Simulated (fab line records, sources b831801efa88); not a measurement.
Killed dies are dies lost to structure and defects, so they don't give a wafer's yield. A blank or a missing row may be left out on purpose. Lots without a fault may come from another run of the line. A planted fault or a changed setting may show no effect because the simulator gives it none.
Which tool did it? | flow sky130 | 14 lots, 42 wafers sampled, at 4 steps of a route of 708

WHAT THE GAUGES READ, wafer by wafer
SKY_VT_ADJUST_LVTN_TW_MEAS_21. Usual: VT_ADJUST_LVTN_2_TW 186.9, standard deviation 2.
lot  | measured     | on            | VT_ADJUST_LVTN_2_TW | flag
L120 | day 7 17:53  | film_metro-01 | 189.8 190.3 191.0   |
L121 | day 7 23:54  | film_metro-03 | 185.9 185.7 186.9   |
L122 | day 8 10:49  | film_metro-03 | 184.0 185.3 185.5   |
L127 | day 9 17:17  | film_metro-01 | 189.6 190.0 190.5   |
L128 | day 10 03:23 | film_metro-01 | 188.4 188.1 188.3   |
L134 | day 11 20:35 | film_metro-03 | 184.2 186.1 186.2   |
L135 | day 11 21:31 | film_metro-04 | 187.5 186.8 187.4   |
L136 | day 12 04:17 | film_metro-03 | 184.3 184.4 183.5   |
L137 | day 12 20:31 | film_metro-04 | 186.4 186.9 186.5   |
L138 | day 12 20:50 | film_metro-03 | 183.5 183.6 183.3   |
L140 | day 13 09:46 | film_metro-03 | 186.0 185.4 186.2   |
L141 | day 13 15:44 | film_metro-04 | 188.0 188.7 188.9   |
L142 | day 14 01:37 | film_metro-03 | 185.4 184.7 184.3   |
L143 | day 14 07:47 | film_metro-01 | 188.1 188.2 187.9   |

SKY_VT_ADJUST_NCORE_TW_MEAS_11. Usual: VT_ADJUST_NCORE_TW 218.3, standard deviation 1.2.
lot  | measured     | on            | VT_ADJUST_NCORE_TW | flag
L120 | day 8 14:50  | film_metro-04 | 218.2 218.0 217.9  |
L121 | day 8 20:52  | film_metro-02 | 217.5 218.4 217.3  |
L122 | day 9 08:27  | film_metro-02 | 218.4 217.3 218.7  |
L127 | day 10 14:56 | film_metro-01 | 219.9 218.7 221.5  |
L128 | day 11 01:19 | film_metro-01 | 219.3 219.4 219.2  |
L134 | day 12 20:43 | film_metro-04 | 217.7 217.4 218.1  |
L135 | day 12 21:14 | film_metro-04 | 218.2 217.2 217.7  |
L136 | day 13 04:47 | film_metro-04 | 219.2 218.3 219.7  |
L137 | day 13 21:32 | film_metro-04 | 218.6 218.6 217.6  |
L138 | day 13 22:23 | film_metro-04 | 218.0 220.3 220.0  |
L140 | day 14 11:23 | film_metro-04 | 216.7 217.9 218.1  |
L141 | day 14 17:41 | film_metro-02 | 215.6 216.9 217.7  |
L142 | day 15 05:23 | film_metro-04 | 218.8 218.2 219.1  |
L143 | day 15 10:44 | film_metro-02 | 216.1 216.6 216.5  |

SKY_SONOS_TUNNEL_TW_MEAS_12. Usual: SONOS_TUNNEL_TW 196.6, standard deviation 2.
lot  | measured     | on            | SONOS_TUNNEL_TW   | flag
L120 | day 11 09:09 | film_metro-04 | 197.5 196.8 197.9 |
L121 | day 11 15:42 | film_metro-04 | 195.9 195.8 196.3 |
L122 | day 12 05:23 | film_metro-01 | 198.3 198.6 198.8 |
L127 | day 13 16:19 | film_metro-04 | 196.5 198.1 197.1 |
L128 | day 14 04:41 | film_metro-03 | 193.5 193.7 193.8 |
L134 | day 16 04:20 | film_metro-03 | 196.4 195.5 196.1 |
L135 | day 16 06:13 | film_metro-03 | 196.9 196.1 197.0 |
L136 | day 16 12:43 | film_metro-04 | 197.9 197.1 198.4 |
L137 | day 17 06:55 | film_metro-01 | 199.7 198.2 199.0 |
L138 | day 17 09:20 | film_metro-03 | 194.9 194.3 193.1 |
L140 | day 18 00:14 | film_metro-01 | 199.2 197.8 198.2 |
L141 | day 18 05:25 | film_metro-04 | 195.6 194.7 194.4 |
L142 | day 18 18:15 | film_metro-04 | 193.3 194.8 194.8 |
L143 | day 19 01:14 | film_metro-04 | 197.5 197.7 198.0 |

WHICH TOOL RAN EACH LOT (tool, then ch and the chambers of the sampled wafers, then the start)
lot  | SKY_SONOS_TUNNEL_EXPOSE_04
L120 | iline_stepper-02 ch 0, day 10 20:46
L121 | iline_stepper-02 ch 0, day 11 03:17
L122 | iline_stepper-01 ch 0, day 11 17:16
L127 | iline_stepper-02, day 13 02:55
L128 | iline_stepper-01, day 13 15:19
L134 | iline_stepper-01 ch 0, day 15 13:57
L135 | iline_stepper-02 ch 0, day 15 15:25
L136 | iline_stepper-01 ch 0, day 15 22:41
L137 | iline_stepper-01 ch 0, day 16 17:15
L138 | iline_stepper-02 ch 0, day 16 19:35
L140 | iline_stepper-01 ch 0, day 17 09:20
L141 | iline_stepper-01 ch 0, day 17 14:14
L142 | iline_stepper-01 ch 0, day 18 02:42
L143 | iline_stepper-01 ch 0, day 18 09:46
- SKY_SONOS_TUNNEL_EXPOSE_04: exposes mask TUNM, target cd 410 nm.

WHAT THE TOOLS THEMSELVES READ (means of the sampled wafers that have a number; where no wafer has one, the mark that the record gives instead)
SKY_SONOS_TUNNEL_EXPOSE_04. Usual: exposure_dose_mJ_cm2 135.89, standard deviation 0.14; focus_offset_nm -0.1 nm, standard deviation 0.52.
lot  | tool             | exposure_dose_mJ_cm2 | focus_offset_nm (nm) | flag
L120 | iline_stepper-02 | 135.98               | 0.3                  |
L121 | iline_stepper-02 | 135.90               | 0.4                  |
L122 | iline_stepper-01 | 135.82               | -0.4                 |
L127 | iline_stepper-02 | -                    | -                    | OFF
L128 | iline_stepper-01 | -                    | -                    | OFF
L134 | iline_stepper-01 | 135.93               | -0.2                 |
L135 | iline_stepper-02 | 135.73               | 0.0                  |
L136 | iline_stepper-01 | 135.89               | -0.7                 |
L137 | iline_stepper-01 | 135.91               | -0.4                 |
L138 | iline_stepper-02 | 135.83               | -0.4                 |
L140 | iline_stepper-01 | 135.71               | 0.3                  |
L141 | iline_stepper-01 | 135.78               | 0.2                  |
L142 | iline_stepper-01 | 135.92               | -0.4                 |
L143 | iline_stepper-01 | 135.71               | -0.1                 |

THE ANSWER, worked out from the rows above alone
Rule: a lot is off if the mean of its wafers that have a number lies more than 3 standard deviations from the usual mean. A lot without any number at a reading at which 4 lots or more have one is off too. The other lots that the step has rows for count as sound. The gauges are gone through in route order, then the tools' own readings, and for those a lot's mean is taken as printed above. The first step at which some lot is off is used, and at that step the reading that is off furthest; a lot without a number counts as furthest.
Off: L127, L128, at SKY_SONOS_TUNNEL_EXPOSE_04 (exposure_dose_mJ_cm2). Without a number there: L127, L128.
A tool fits if, at that step or a process step before it, it ran every lot that is off, and no sound lot after the first of them. None of those tried fits.

WHAT THE SIMULATOR HAD PUT IN
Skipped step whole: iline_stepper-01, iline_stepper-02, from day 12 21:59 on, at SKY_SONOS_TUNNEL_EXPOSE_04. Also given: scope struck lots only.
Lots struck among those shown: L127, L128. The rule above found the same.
